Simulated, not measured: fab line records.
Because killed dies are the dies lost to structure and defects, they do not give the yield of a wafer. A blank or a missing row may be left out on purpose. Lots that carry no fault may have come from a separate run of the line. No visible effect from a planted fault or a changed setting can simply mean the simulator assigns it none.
2 desks, one fault -- flow sky130 -- numbers are kept per desk, each desk with only its own; the story behind them comes last

== DESK OF THE TOOL OWNER: implanter-01 ==
The tool's own readings at SKY_LDD_N_IMPLANT_12, given as means over the sampled wafers that have a number, one for each lot that went through this tool. The brackets show how far a lot's mean lies from the usual mean; more than 4 standard deviations puts the lot out of limits, marked OUT.
Columns: A = beam energy keV at SKY_LDD_N_IMPLANT_12, usual 49.999; B = dose ions cm2 at SKY_LDD_N_IMPLANT_12, usual 4.999e+12; C = faraday current uA at SKY_LDD_N_IMPLANT_12, usual 28.2; D = rotation deg at SKY_LDD_N_IMPLANT_12, usual 0.000 degrees
lot,first seen here,A,B,C,D
L968,day 17 16:18,50.001,4.999e+12,27.9,0.016
L971,day 18 19:23,50.011,5.002e+12,28.1,0.020
L972,day 18 20:58,50.013,4.997e+12,27.9,-0.021
L973,day 19 17:07,50.004,4.996e+12,28.2,0.008
L982,day 22 22:27,50.001,7.159e+12 (+99 or more) OUT,40.8 (+21) OUT,0.032
L983,day 23 20:39,50.007,7.169e+12 (+99 or more) OUT,40.5 (+21) OUT,0.017
L991,day 26 14:12,50.014,5.000e+12,27.9,-0.005
This desk finds L982, L983 out of limits, L982 being first, at day 22 22:27 (dose ions cm2 at SKY_LDD_N_IMPLANT_12). L968, L971, L972, L973, L991: within limits.

== AT THE METROLOGY DESK ==
Lot by lot, what the gauges showed, no matter which tool ran the lot: averages of those sampled wafers that carry a number. The brackets show how far a lot's mean lies from the usual mean; more than 4 standard deviations puts the lot out of limits, marked OUT.
Columns: A = cd nm at SKY_LDD_P_CD_MEAS_07, usual 379.9 nm; B = LDD_HVN_OVL at SKY_LDD_HVN_OVL_MEAS_07, usual 1.6 nm
lot,first seen here,A,B
L968,day 18 23:07,379.7,0.8
L969,day 19 03:18,381.3,1.1
L971,day 20 02:45,376.9,0.0
L972,day 20 04:37,380.4,0.4
L973,day 21 00:01,377.6,2.3
L975,day 21 20:37,379.4,1.9
L976,day 22 05:52,379.9,3.7
L981,day 24 04:28,379.7,0.6
L982,day 24 05:05,380.2,0.5
L983,day 25 02:45,375.4,-0.4
L987,day 26 04:46,384.7,1.0
L989,day 26 12:23,374.4,1.3
L990,day 26 18:07,379.9,2.1
L991,day 27 19:55,382.3,1.4
Finding of this desk: none of the 14 lots has anything out of limits.

== BROUGHT TOGETHER ==
The tool owner's desk had the chance to raise an alarm at day 22 22:27 on L982, L983.
Metrology desk: nothing out of limits seen.
The metrology desk has L982, L983 on record, within its limits.
On implanter-01, each named lot ran SKY_LDD_N_IMPLANT_12.

== WHAT THE SIMULATOR HAD INSERTED ==
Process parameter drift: implanter-01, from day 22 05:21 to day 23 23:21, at SKY_LDD_N_IMPLANT_12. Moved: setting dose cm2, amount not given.
Shown lots that were struck: L982, L983.
Time in hours from fault onset to the first out-of-limits reading at each desk: the tool owner's desk, 17.
